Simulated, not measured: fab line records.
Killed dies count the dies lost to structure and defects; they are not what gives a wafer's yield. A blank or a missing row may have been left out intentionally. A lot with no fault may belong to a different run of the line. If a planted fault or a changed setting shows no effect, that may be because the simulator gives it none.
fab line records + flow sky130
record
- lots=6
- wafers=18
- last_day=50
route steps=708 shown LDD_HVN@272 LDD_HVP@278
lots untouched by any fault: they come from a run of this same line in which no faults occurred
start_h: start of the lot's first displayed wafer, in hours after the record's first day + wait_h: hours since the lot's step before + " identical to the entry in the row above + L1.1+2: a row that stands for several wafers + - no value present, or no start provided + * or withheld: withheld + < > ~ a bound
route shown NAME@n: a module of which the file shows steps, and the number in the route of the first + usual: mean/standard deviation of fault-free wafers + same: alike in all rows + chamber/n: place in a boat + sites: per-site readings + _std_site: the standard deviation of these + _edge_site: inner sites' mean taken away from outer sites' mean + radius_mm: for every site, how far away it sits from the centre of the wafer + mask NAME#n: copy n + behind: tool/chamber where the wafer was last shaped + hold: why the lot went on hold/how many hours it stayed there/how the hold came to an end + device: which transistor (n, p or np) failed to switch + end of line: the tests these same wafers got at the end of their route + a step with no rows: only its recipe + killed: dies that structure and defects cost at the first sort, which is not the same as the wafer's yield + map: a wafer's dies, marking killed ones x, the rest . and places with no die _
set.NAME: the setting the step ran with; set.NAME@STEP: the setting that earlier step ran with + model.NAME: the simulator's own value behind a step, which no gauge read
a table for each step, a row for each wafer; lots at some steps of the route
services: a tool's chamber out of use, with start hour (start_h, from the record's first day; less than 0 if before it), hours out, and reason
## steps
# step SKY_LDD_HVN_PEB_05
# recipe
- temp_c=withheld
- time_s=*
- resist=NOVOLAK
# step SKY_LDD_HVN_DEVELOP_06
# recipe
- resist=NOVOLAK
- developer=TMAH
- develop_time_s=60
- dev_temp_c=23
# step SKY_LDD_HVN_OVL_MEAS_07
# usual
- LDD_HVN_OVL=-0.2/1.5
| lot.wafer | tool       | chamber | start_h | wait_h | LDD_HVN_OVL[nm] |
|-----------|------------|---------|---------|--------|-----------------|
| L529.3    | overlay-01 | -       | 472.80  | 0.1    | -2.8            |
| L529.4    | "          | -       | "       | "      | -1.0            |
| L529.6    | "          | -       | "       | "      | -0.5            |
| L530.1    | overlay-02 | -       | 480.99  | 0.1    | -0.4            |
| L530.5    | "          | -       | "       | "      | -2.5            |
| L530.6    | "          | -       | "       | "      | -2.4            |
| L531.1    | overlay-02 | -       | 520.56  | 0.1    | -0.2            |
| L531.3    | "          | -       | "       | "      | -0.4            |
| L531.4    | "          | -       | "       | "      | -1.6            |
| L532.2    | overlay-02 | -       | 526.47  | 0.1    | 0.9             |
| L532.4    | "          | -       | "       | "      | 0.4             |
| L532.5    | "          | -       | "       | "      | 2.1             |
| L543.2    | overlay-01 | -       | 617.19  | 0.1    | -2.3            |
| L543.3    | "          | -       | "       | "      | -0.8            |
| L543.5    | "          | -       | "       | "      | -2.4            |
| L549.4    | overlay-02 | -       | 665.43  | 0.1    | -0.8            |
| L549.5    | "          | -       | "       | "      | -3.3            |
| L549.6    | "          | -       | "       | "      | -3.6            |
# step SKY_LDD_HVN_IMPLANT_08
# recipe
- species=P
- energy_kev=60
- dose_cm2=3e+13
- tilt_deg=40
# step SKY_LDD_HVN_STRIP_09
# recipe
- chemistry=O2/N2
- power_w=1400
- pressure_mtorr=1500
- platen_temp_c=withheld
- o2_flow_sccm=3000
- n2_flow_sccm=300
- overash_fraction=0.5
# usual
- drypump_motor_current_A=5.6/0.39
- oes_product_au=0.408/0.0046
- strip_time_to_endpoint_s=4.138/0.014
| lot.wafer | tool            | chamber | start_h | wait_h | drypump_motor_current_A | oes_product_au | rf_hours_counter_h | strip_time_to_endpoint_s |
|-----------|-----------------|---------|---------|--------|-------------------------|----------------|--------------------|--------------------------|
| L529.3    | plasma_asher-04 | 0       | 473.01  | 0.1    | 6.1                     | 0.407          | -                  | 4.124                    |
| L529.4    | "               | 1       | "       | "      | 6.0                     | 0.402          | -                  | 4.153                    |
| L529.6    | "               | 1       | "       | "      | 6.0                     | 0.413          | -                  | 4.146                    |
| L530.1    | plasma_asher-03 | 0       | 481.17  | 0.1    | 5.5                     | 0.402          | 64                 | 4.147                    |
| L530.5    | "               | 0       | "       | "      | 5.5                     | 0.402          | -                  | 4.155                    |
| L530.6    | "               | 1       | "       | "      | 5.8                     | 0.410          | -                  | 4.151                    |
| L531.1    | plasma_asher-04 | 1       | 520.75  | 0.1    | 6.0                     | 0.404          | 85                 | 4.155                    |
| L531.3    | "               | 0       | "       | "      | 6.1                     | 0.415          | -                  | 4.156                    |
| L531.4    | "               | 1       | "       | "      | 6.0                     | 0.415          | -                  | 4.153                    |
| L532.2    | plasma_asher-04 | 1       | 526.65  | 0.1    | 6.0                     | 0.404          | 85                 | 4.149                    |
| L532.4    | "               | 1       | "       | "      | 6.0                     | 0.403          | -                  | 4.128                    |
| L532.5    | "               | 1       | "       | "      | 6.0                     | 0.415          | -                  | 4.140                    |
| L543.2    | plasma_asher-02 | 0       | 617.37  | 0.1    | 4.9                     | 0.410          | 50                 | 4.149                    |
| L543.3    | "               | 1       | "       | "      | 5.6                     | 0.403          | -                  | 4.131                    |
| L543.5    | "               | 1       | "       | "      | 5.6                     | 0.412          | -                  | 4.147                    |
| L549.4    | plasma_asher-03 | 0       | 665.65  | 0.1    | 5.6                     | 0.416          | -                  | 4.129                    |
| L549.5    | "               | 0       | "       | "      | 5.5                     | 0.414          | -                  | 4.151                    |
| L549.6    | "               | 1       | "       | "      | 5.8                     | 0.420          | -                  | 4.154                    |
# step SKY_LDD_HVN_TW_MEAS_10
# usual
- LDD_HVN_TW=1436/5.8
| lot.wafer | tool          | chamber | start_h | wait_h | LDD_HVN_TW |
|-----------|---------------|---------|---------|--------|------------|
| L529.3    | film_metro-02 | -       | 473.09  | 0.1    | 1439       |
| L529.4    | "             | -       | "       | "      | 1439       |
| L529.6    | "             | -       | "       | "      | 1437       |
| L530.1    | film_metro-03 | -       | 481.27  | 0.1    | 1442       |
| L530.5    | "             | -       | "       | "      | 1433       |
| L530.6    | "             | -       | "       | "      | 1440       |
| L531.1    | film_metro-04 | -       | 520.85  | 0.1    | 1438       |
| L531.3    | "             | -       | "       | "      | 1433       |
| L531.4    | "             | -       | "       | "      | 1430       |
| L532.2    | film_metro-04 | -       | 526.76  | 0.1    | 1439       |
| L532.4    | "             | -       | "       | "      | 1438       |
| L532.5    | "             | -       | "       | "      | 1431       |
| L543.2    | film_metro-02 | -       | 617.48  | 0.1    | 1431       |
| L543.3    | "             | -       | "       | "      | 1442       |
| L543.5    | "             | -       | "       | "      | 1446       |
| L549.4    | film_metro-03 | -       | 665.75  | 0.1    | 1434       |
| L549.5    | "             | -       | "       | "      | 1432       |
| L549.6    | "             | -       | "       | "      | 1436       |
# step SKY_LDD_HVP_DEHYDRATE_00
# recipe
- temp_c=200
- time_s=60
# step SKY_LDD_HVP_HMDS_01
# recipe
- prime_time_s=60
- prime_temp_c=120
# step SKY_LDD_HVP_COAT_02
# recipe
- resist=NOVOLAK
- spin_rpm=3000
- resist_thk_nm=300
# step SKY_LDD_HVP_SOFTBAKE_03
# recipe
- temp_c=90
- time_s=60
- resist=NOVOLAK
# step SKY_LDD_HVP_EXPOSE_04
# recipe
- mask_id=HVPTM
- na=0.6
- source_shape=conventional
- sigma_outer=0.6
- polarization=unpolarized
- target_cd_nm=700
- dose_mj=86
# step SKY_LDD_HVP_PEB_05
# recipe
- temp_c=withheld
- time_s=*
- resist=NOVOLAK
# step SKY_LDD_HVP_DEVELOP_06
# recipe
- resist=NOVOLAK
- developer=TMAH
- develop_time_s=60
- dev_temp_c=23
# usual
- chill_plate_temp_C=22.97/0.11
- develop_time_s=60/0
| lot.wafer | tool           | chamber | start_h | wait_h | chill_plate_temp_C | develop_time_s |
|-----------|----------------|---------|---------|--------|--------------------|----------------|
| L529.3    | litho_track-01 | 0       | 502.87  | 0.1    | 22.86              | 60             |
| L529.4    | "              | 0       | "       | "      | 22.81              | 60             |
| L529.6    | "              | 0       | "       | "      | 22.86              | 60             |
| L530.1    | litho_track-01 | -       | 510.82  | 0.1    | -                  | -              |
| L530.5    | "              | -       | "       | "      | -                  | -              |
| L530.6    | "              | -       | "       | "      | -                  | -              |
| L531.1    | litho_track-02 | -       | 549.99  | 0.1    | -                  | -              |
| L531.3    | "              | -       | "       | "      | -                  | -              |
| L531.4    | "              | -       | "       | "      | -                  | -              |
| L532.2    | litho_track-02 | 0       | 556.21  | 0.1    | 22.92              | 60             |
| L532.4    | "              | 0       | "       | "      | 23.12              | 60             |
| L532.5    | "              | 0       | "       | "      | 22.99              | 60             |
| L543.2    | litho_track-01 | 0       | 646.25  | 0.1    | 22.77              | 60             |
| L543.3    | "              | 0       | "       | "      | 23.00              | 60             |
| L543.5    | "              | 0       | "       | "      | 22.89              | 60             |
| L549.4    | litho_track-01 | 0       | 693.60  | 0.1    | 23.11              | 60             |
| L549.5    | "              | 0       | "       | "      | 23.11              | 60             |
| L549.6    | "              | 0       | "       | "      | 23.12              | 60             |
# step SKY_LDD_HVP_OVL_MEAS_07
# usual
- LDD_HVP_OVL=1.9/1.5
| lot.wafer | tool       | chamber | start_h | wait_h | LDD_HVP_OVL[nm] |
|-----------|------------|---------|---------|--------|-----------------|
| L529.3    | overlay-02 | -       | 502.99  | 0.1    | 3.3             |
| L529.4    | "          | -       | "       | "      | 1.2             |
| L529.6    | "          | -       | "       | "      | 3.5             |
| L530.1    | overlay-01 | -       | 510.97  | 0.1    | -               |
| L530.5    | "          | -       | "       | "      | -               |
| L530.6    | "          | -       | "       | "      | -               |
| L531.1    | overlay-01 | -       | 550.14  | 0.1    | -               |
| L531.3    | "          | -       | "       | "      | -               |
| L531.4    | "          | -       | "       | "      | -               |
| L532.2    | overlay-02 | -       | 556.34  | 0.1    | 2.2             |
| L532.4    | "          | -       | "       | "      | 1.0             |
| L532.5    | "          | -       | "       | "      | 1.2             |
| L543.2    | overlay-01 | -       | 646.38  | 0.1    | -1.1            |
| L543.3    | "          | -       | "       | "      | -2.6            |
| L543.5    | "          | -       | "       | "      | 1.9             |
| L549.4    | overlay-01 | -       | 693.69  | 0.1    | 2.5             |
| L549.5    | "          | -       | "       | "      | 1.2             |
| L549.6    | "          | -       | "       | "      | 2.2             |
## services
| tool            | chamber | start_h | hours | kind   |
|-----------------|---------|---------|-------|--------|
| plasma_asher-03 | -       | 456.77  | 14.6  | pm     |
| plasma_asher-02 | -       | 595.70  | 1.3   | repair |
| plasma_asher-04 | -       | 644.00  | 2.8   | pm     |
| plasma_asher-03 | -       | 681.79  | 2.5   | repair |
## key
first_sign
- step=SKY_LDD_HVP_DEVELOP_06
- reading=tool_record
- direction=missing
effect none on later readings
met_at SKY_LDD_HVP_DEVELOP_06
struck_wafers L530.1,L530.5,L530.6,L531.1,L531.3,L531.4
sort_left_out L530.1,L530.5,L530.6,L531.1,L531.3,L531.4
tester_left_out L530,L531
onset_between 502.87 510.82
fault
- kind=skipped_step_whole
- tool=litho_track-01,litho_track-02
- chamber=-
- onset_h=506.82
- steps=SKY_LDD_HVP_DEVELOP_06
- scope=struck_lots_only
# tester_left_out: of these lots the tester's yield and bins aren't shown, on N5 and GAA mostly nor the transistor test; their killed dies are dies lost to structure and defects alone, not to doping, threshold or leakage, so they don't give the yield
# sort_left_out: the simulated sort isn't trusted on such a fault, so these wafers' sort isn't shown, and their yield isn't known
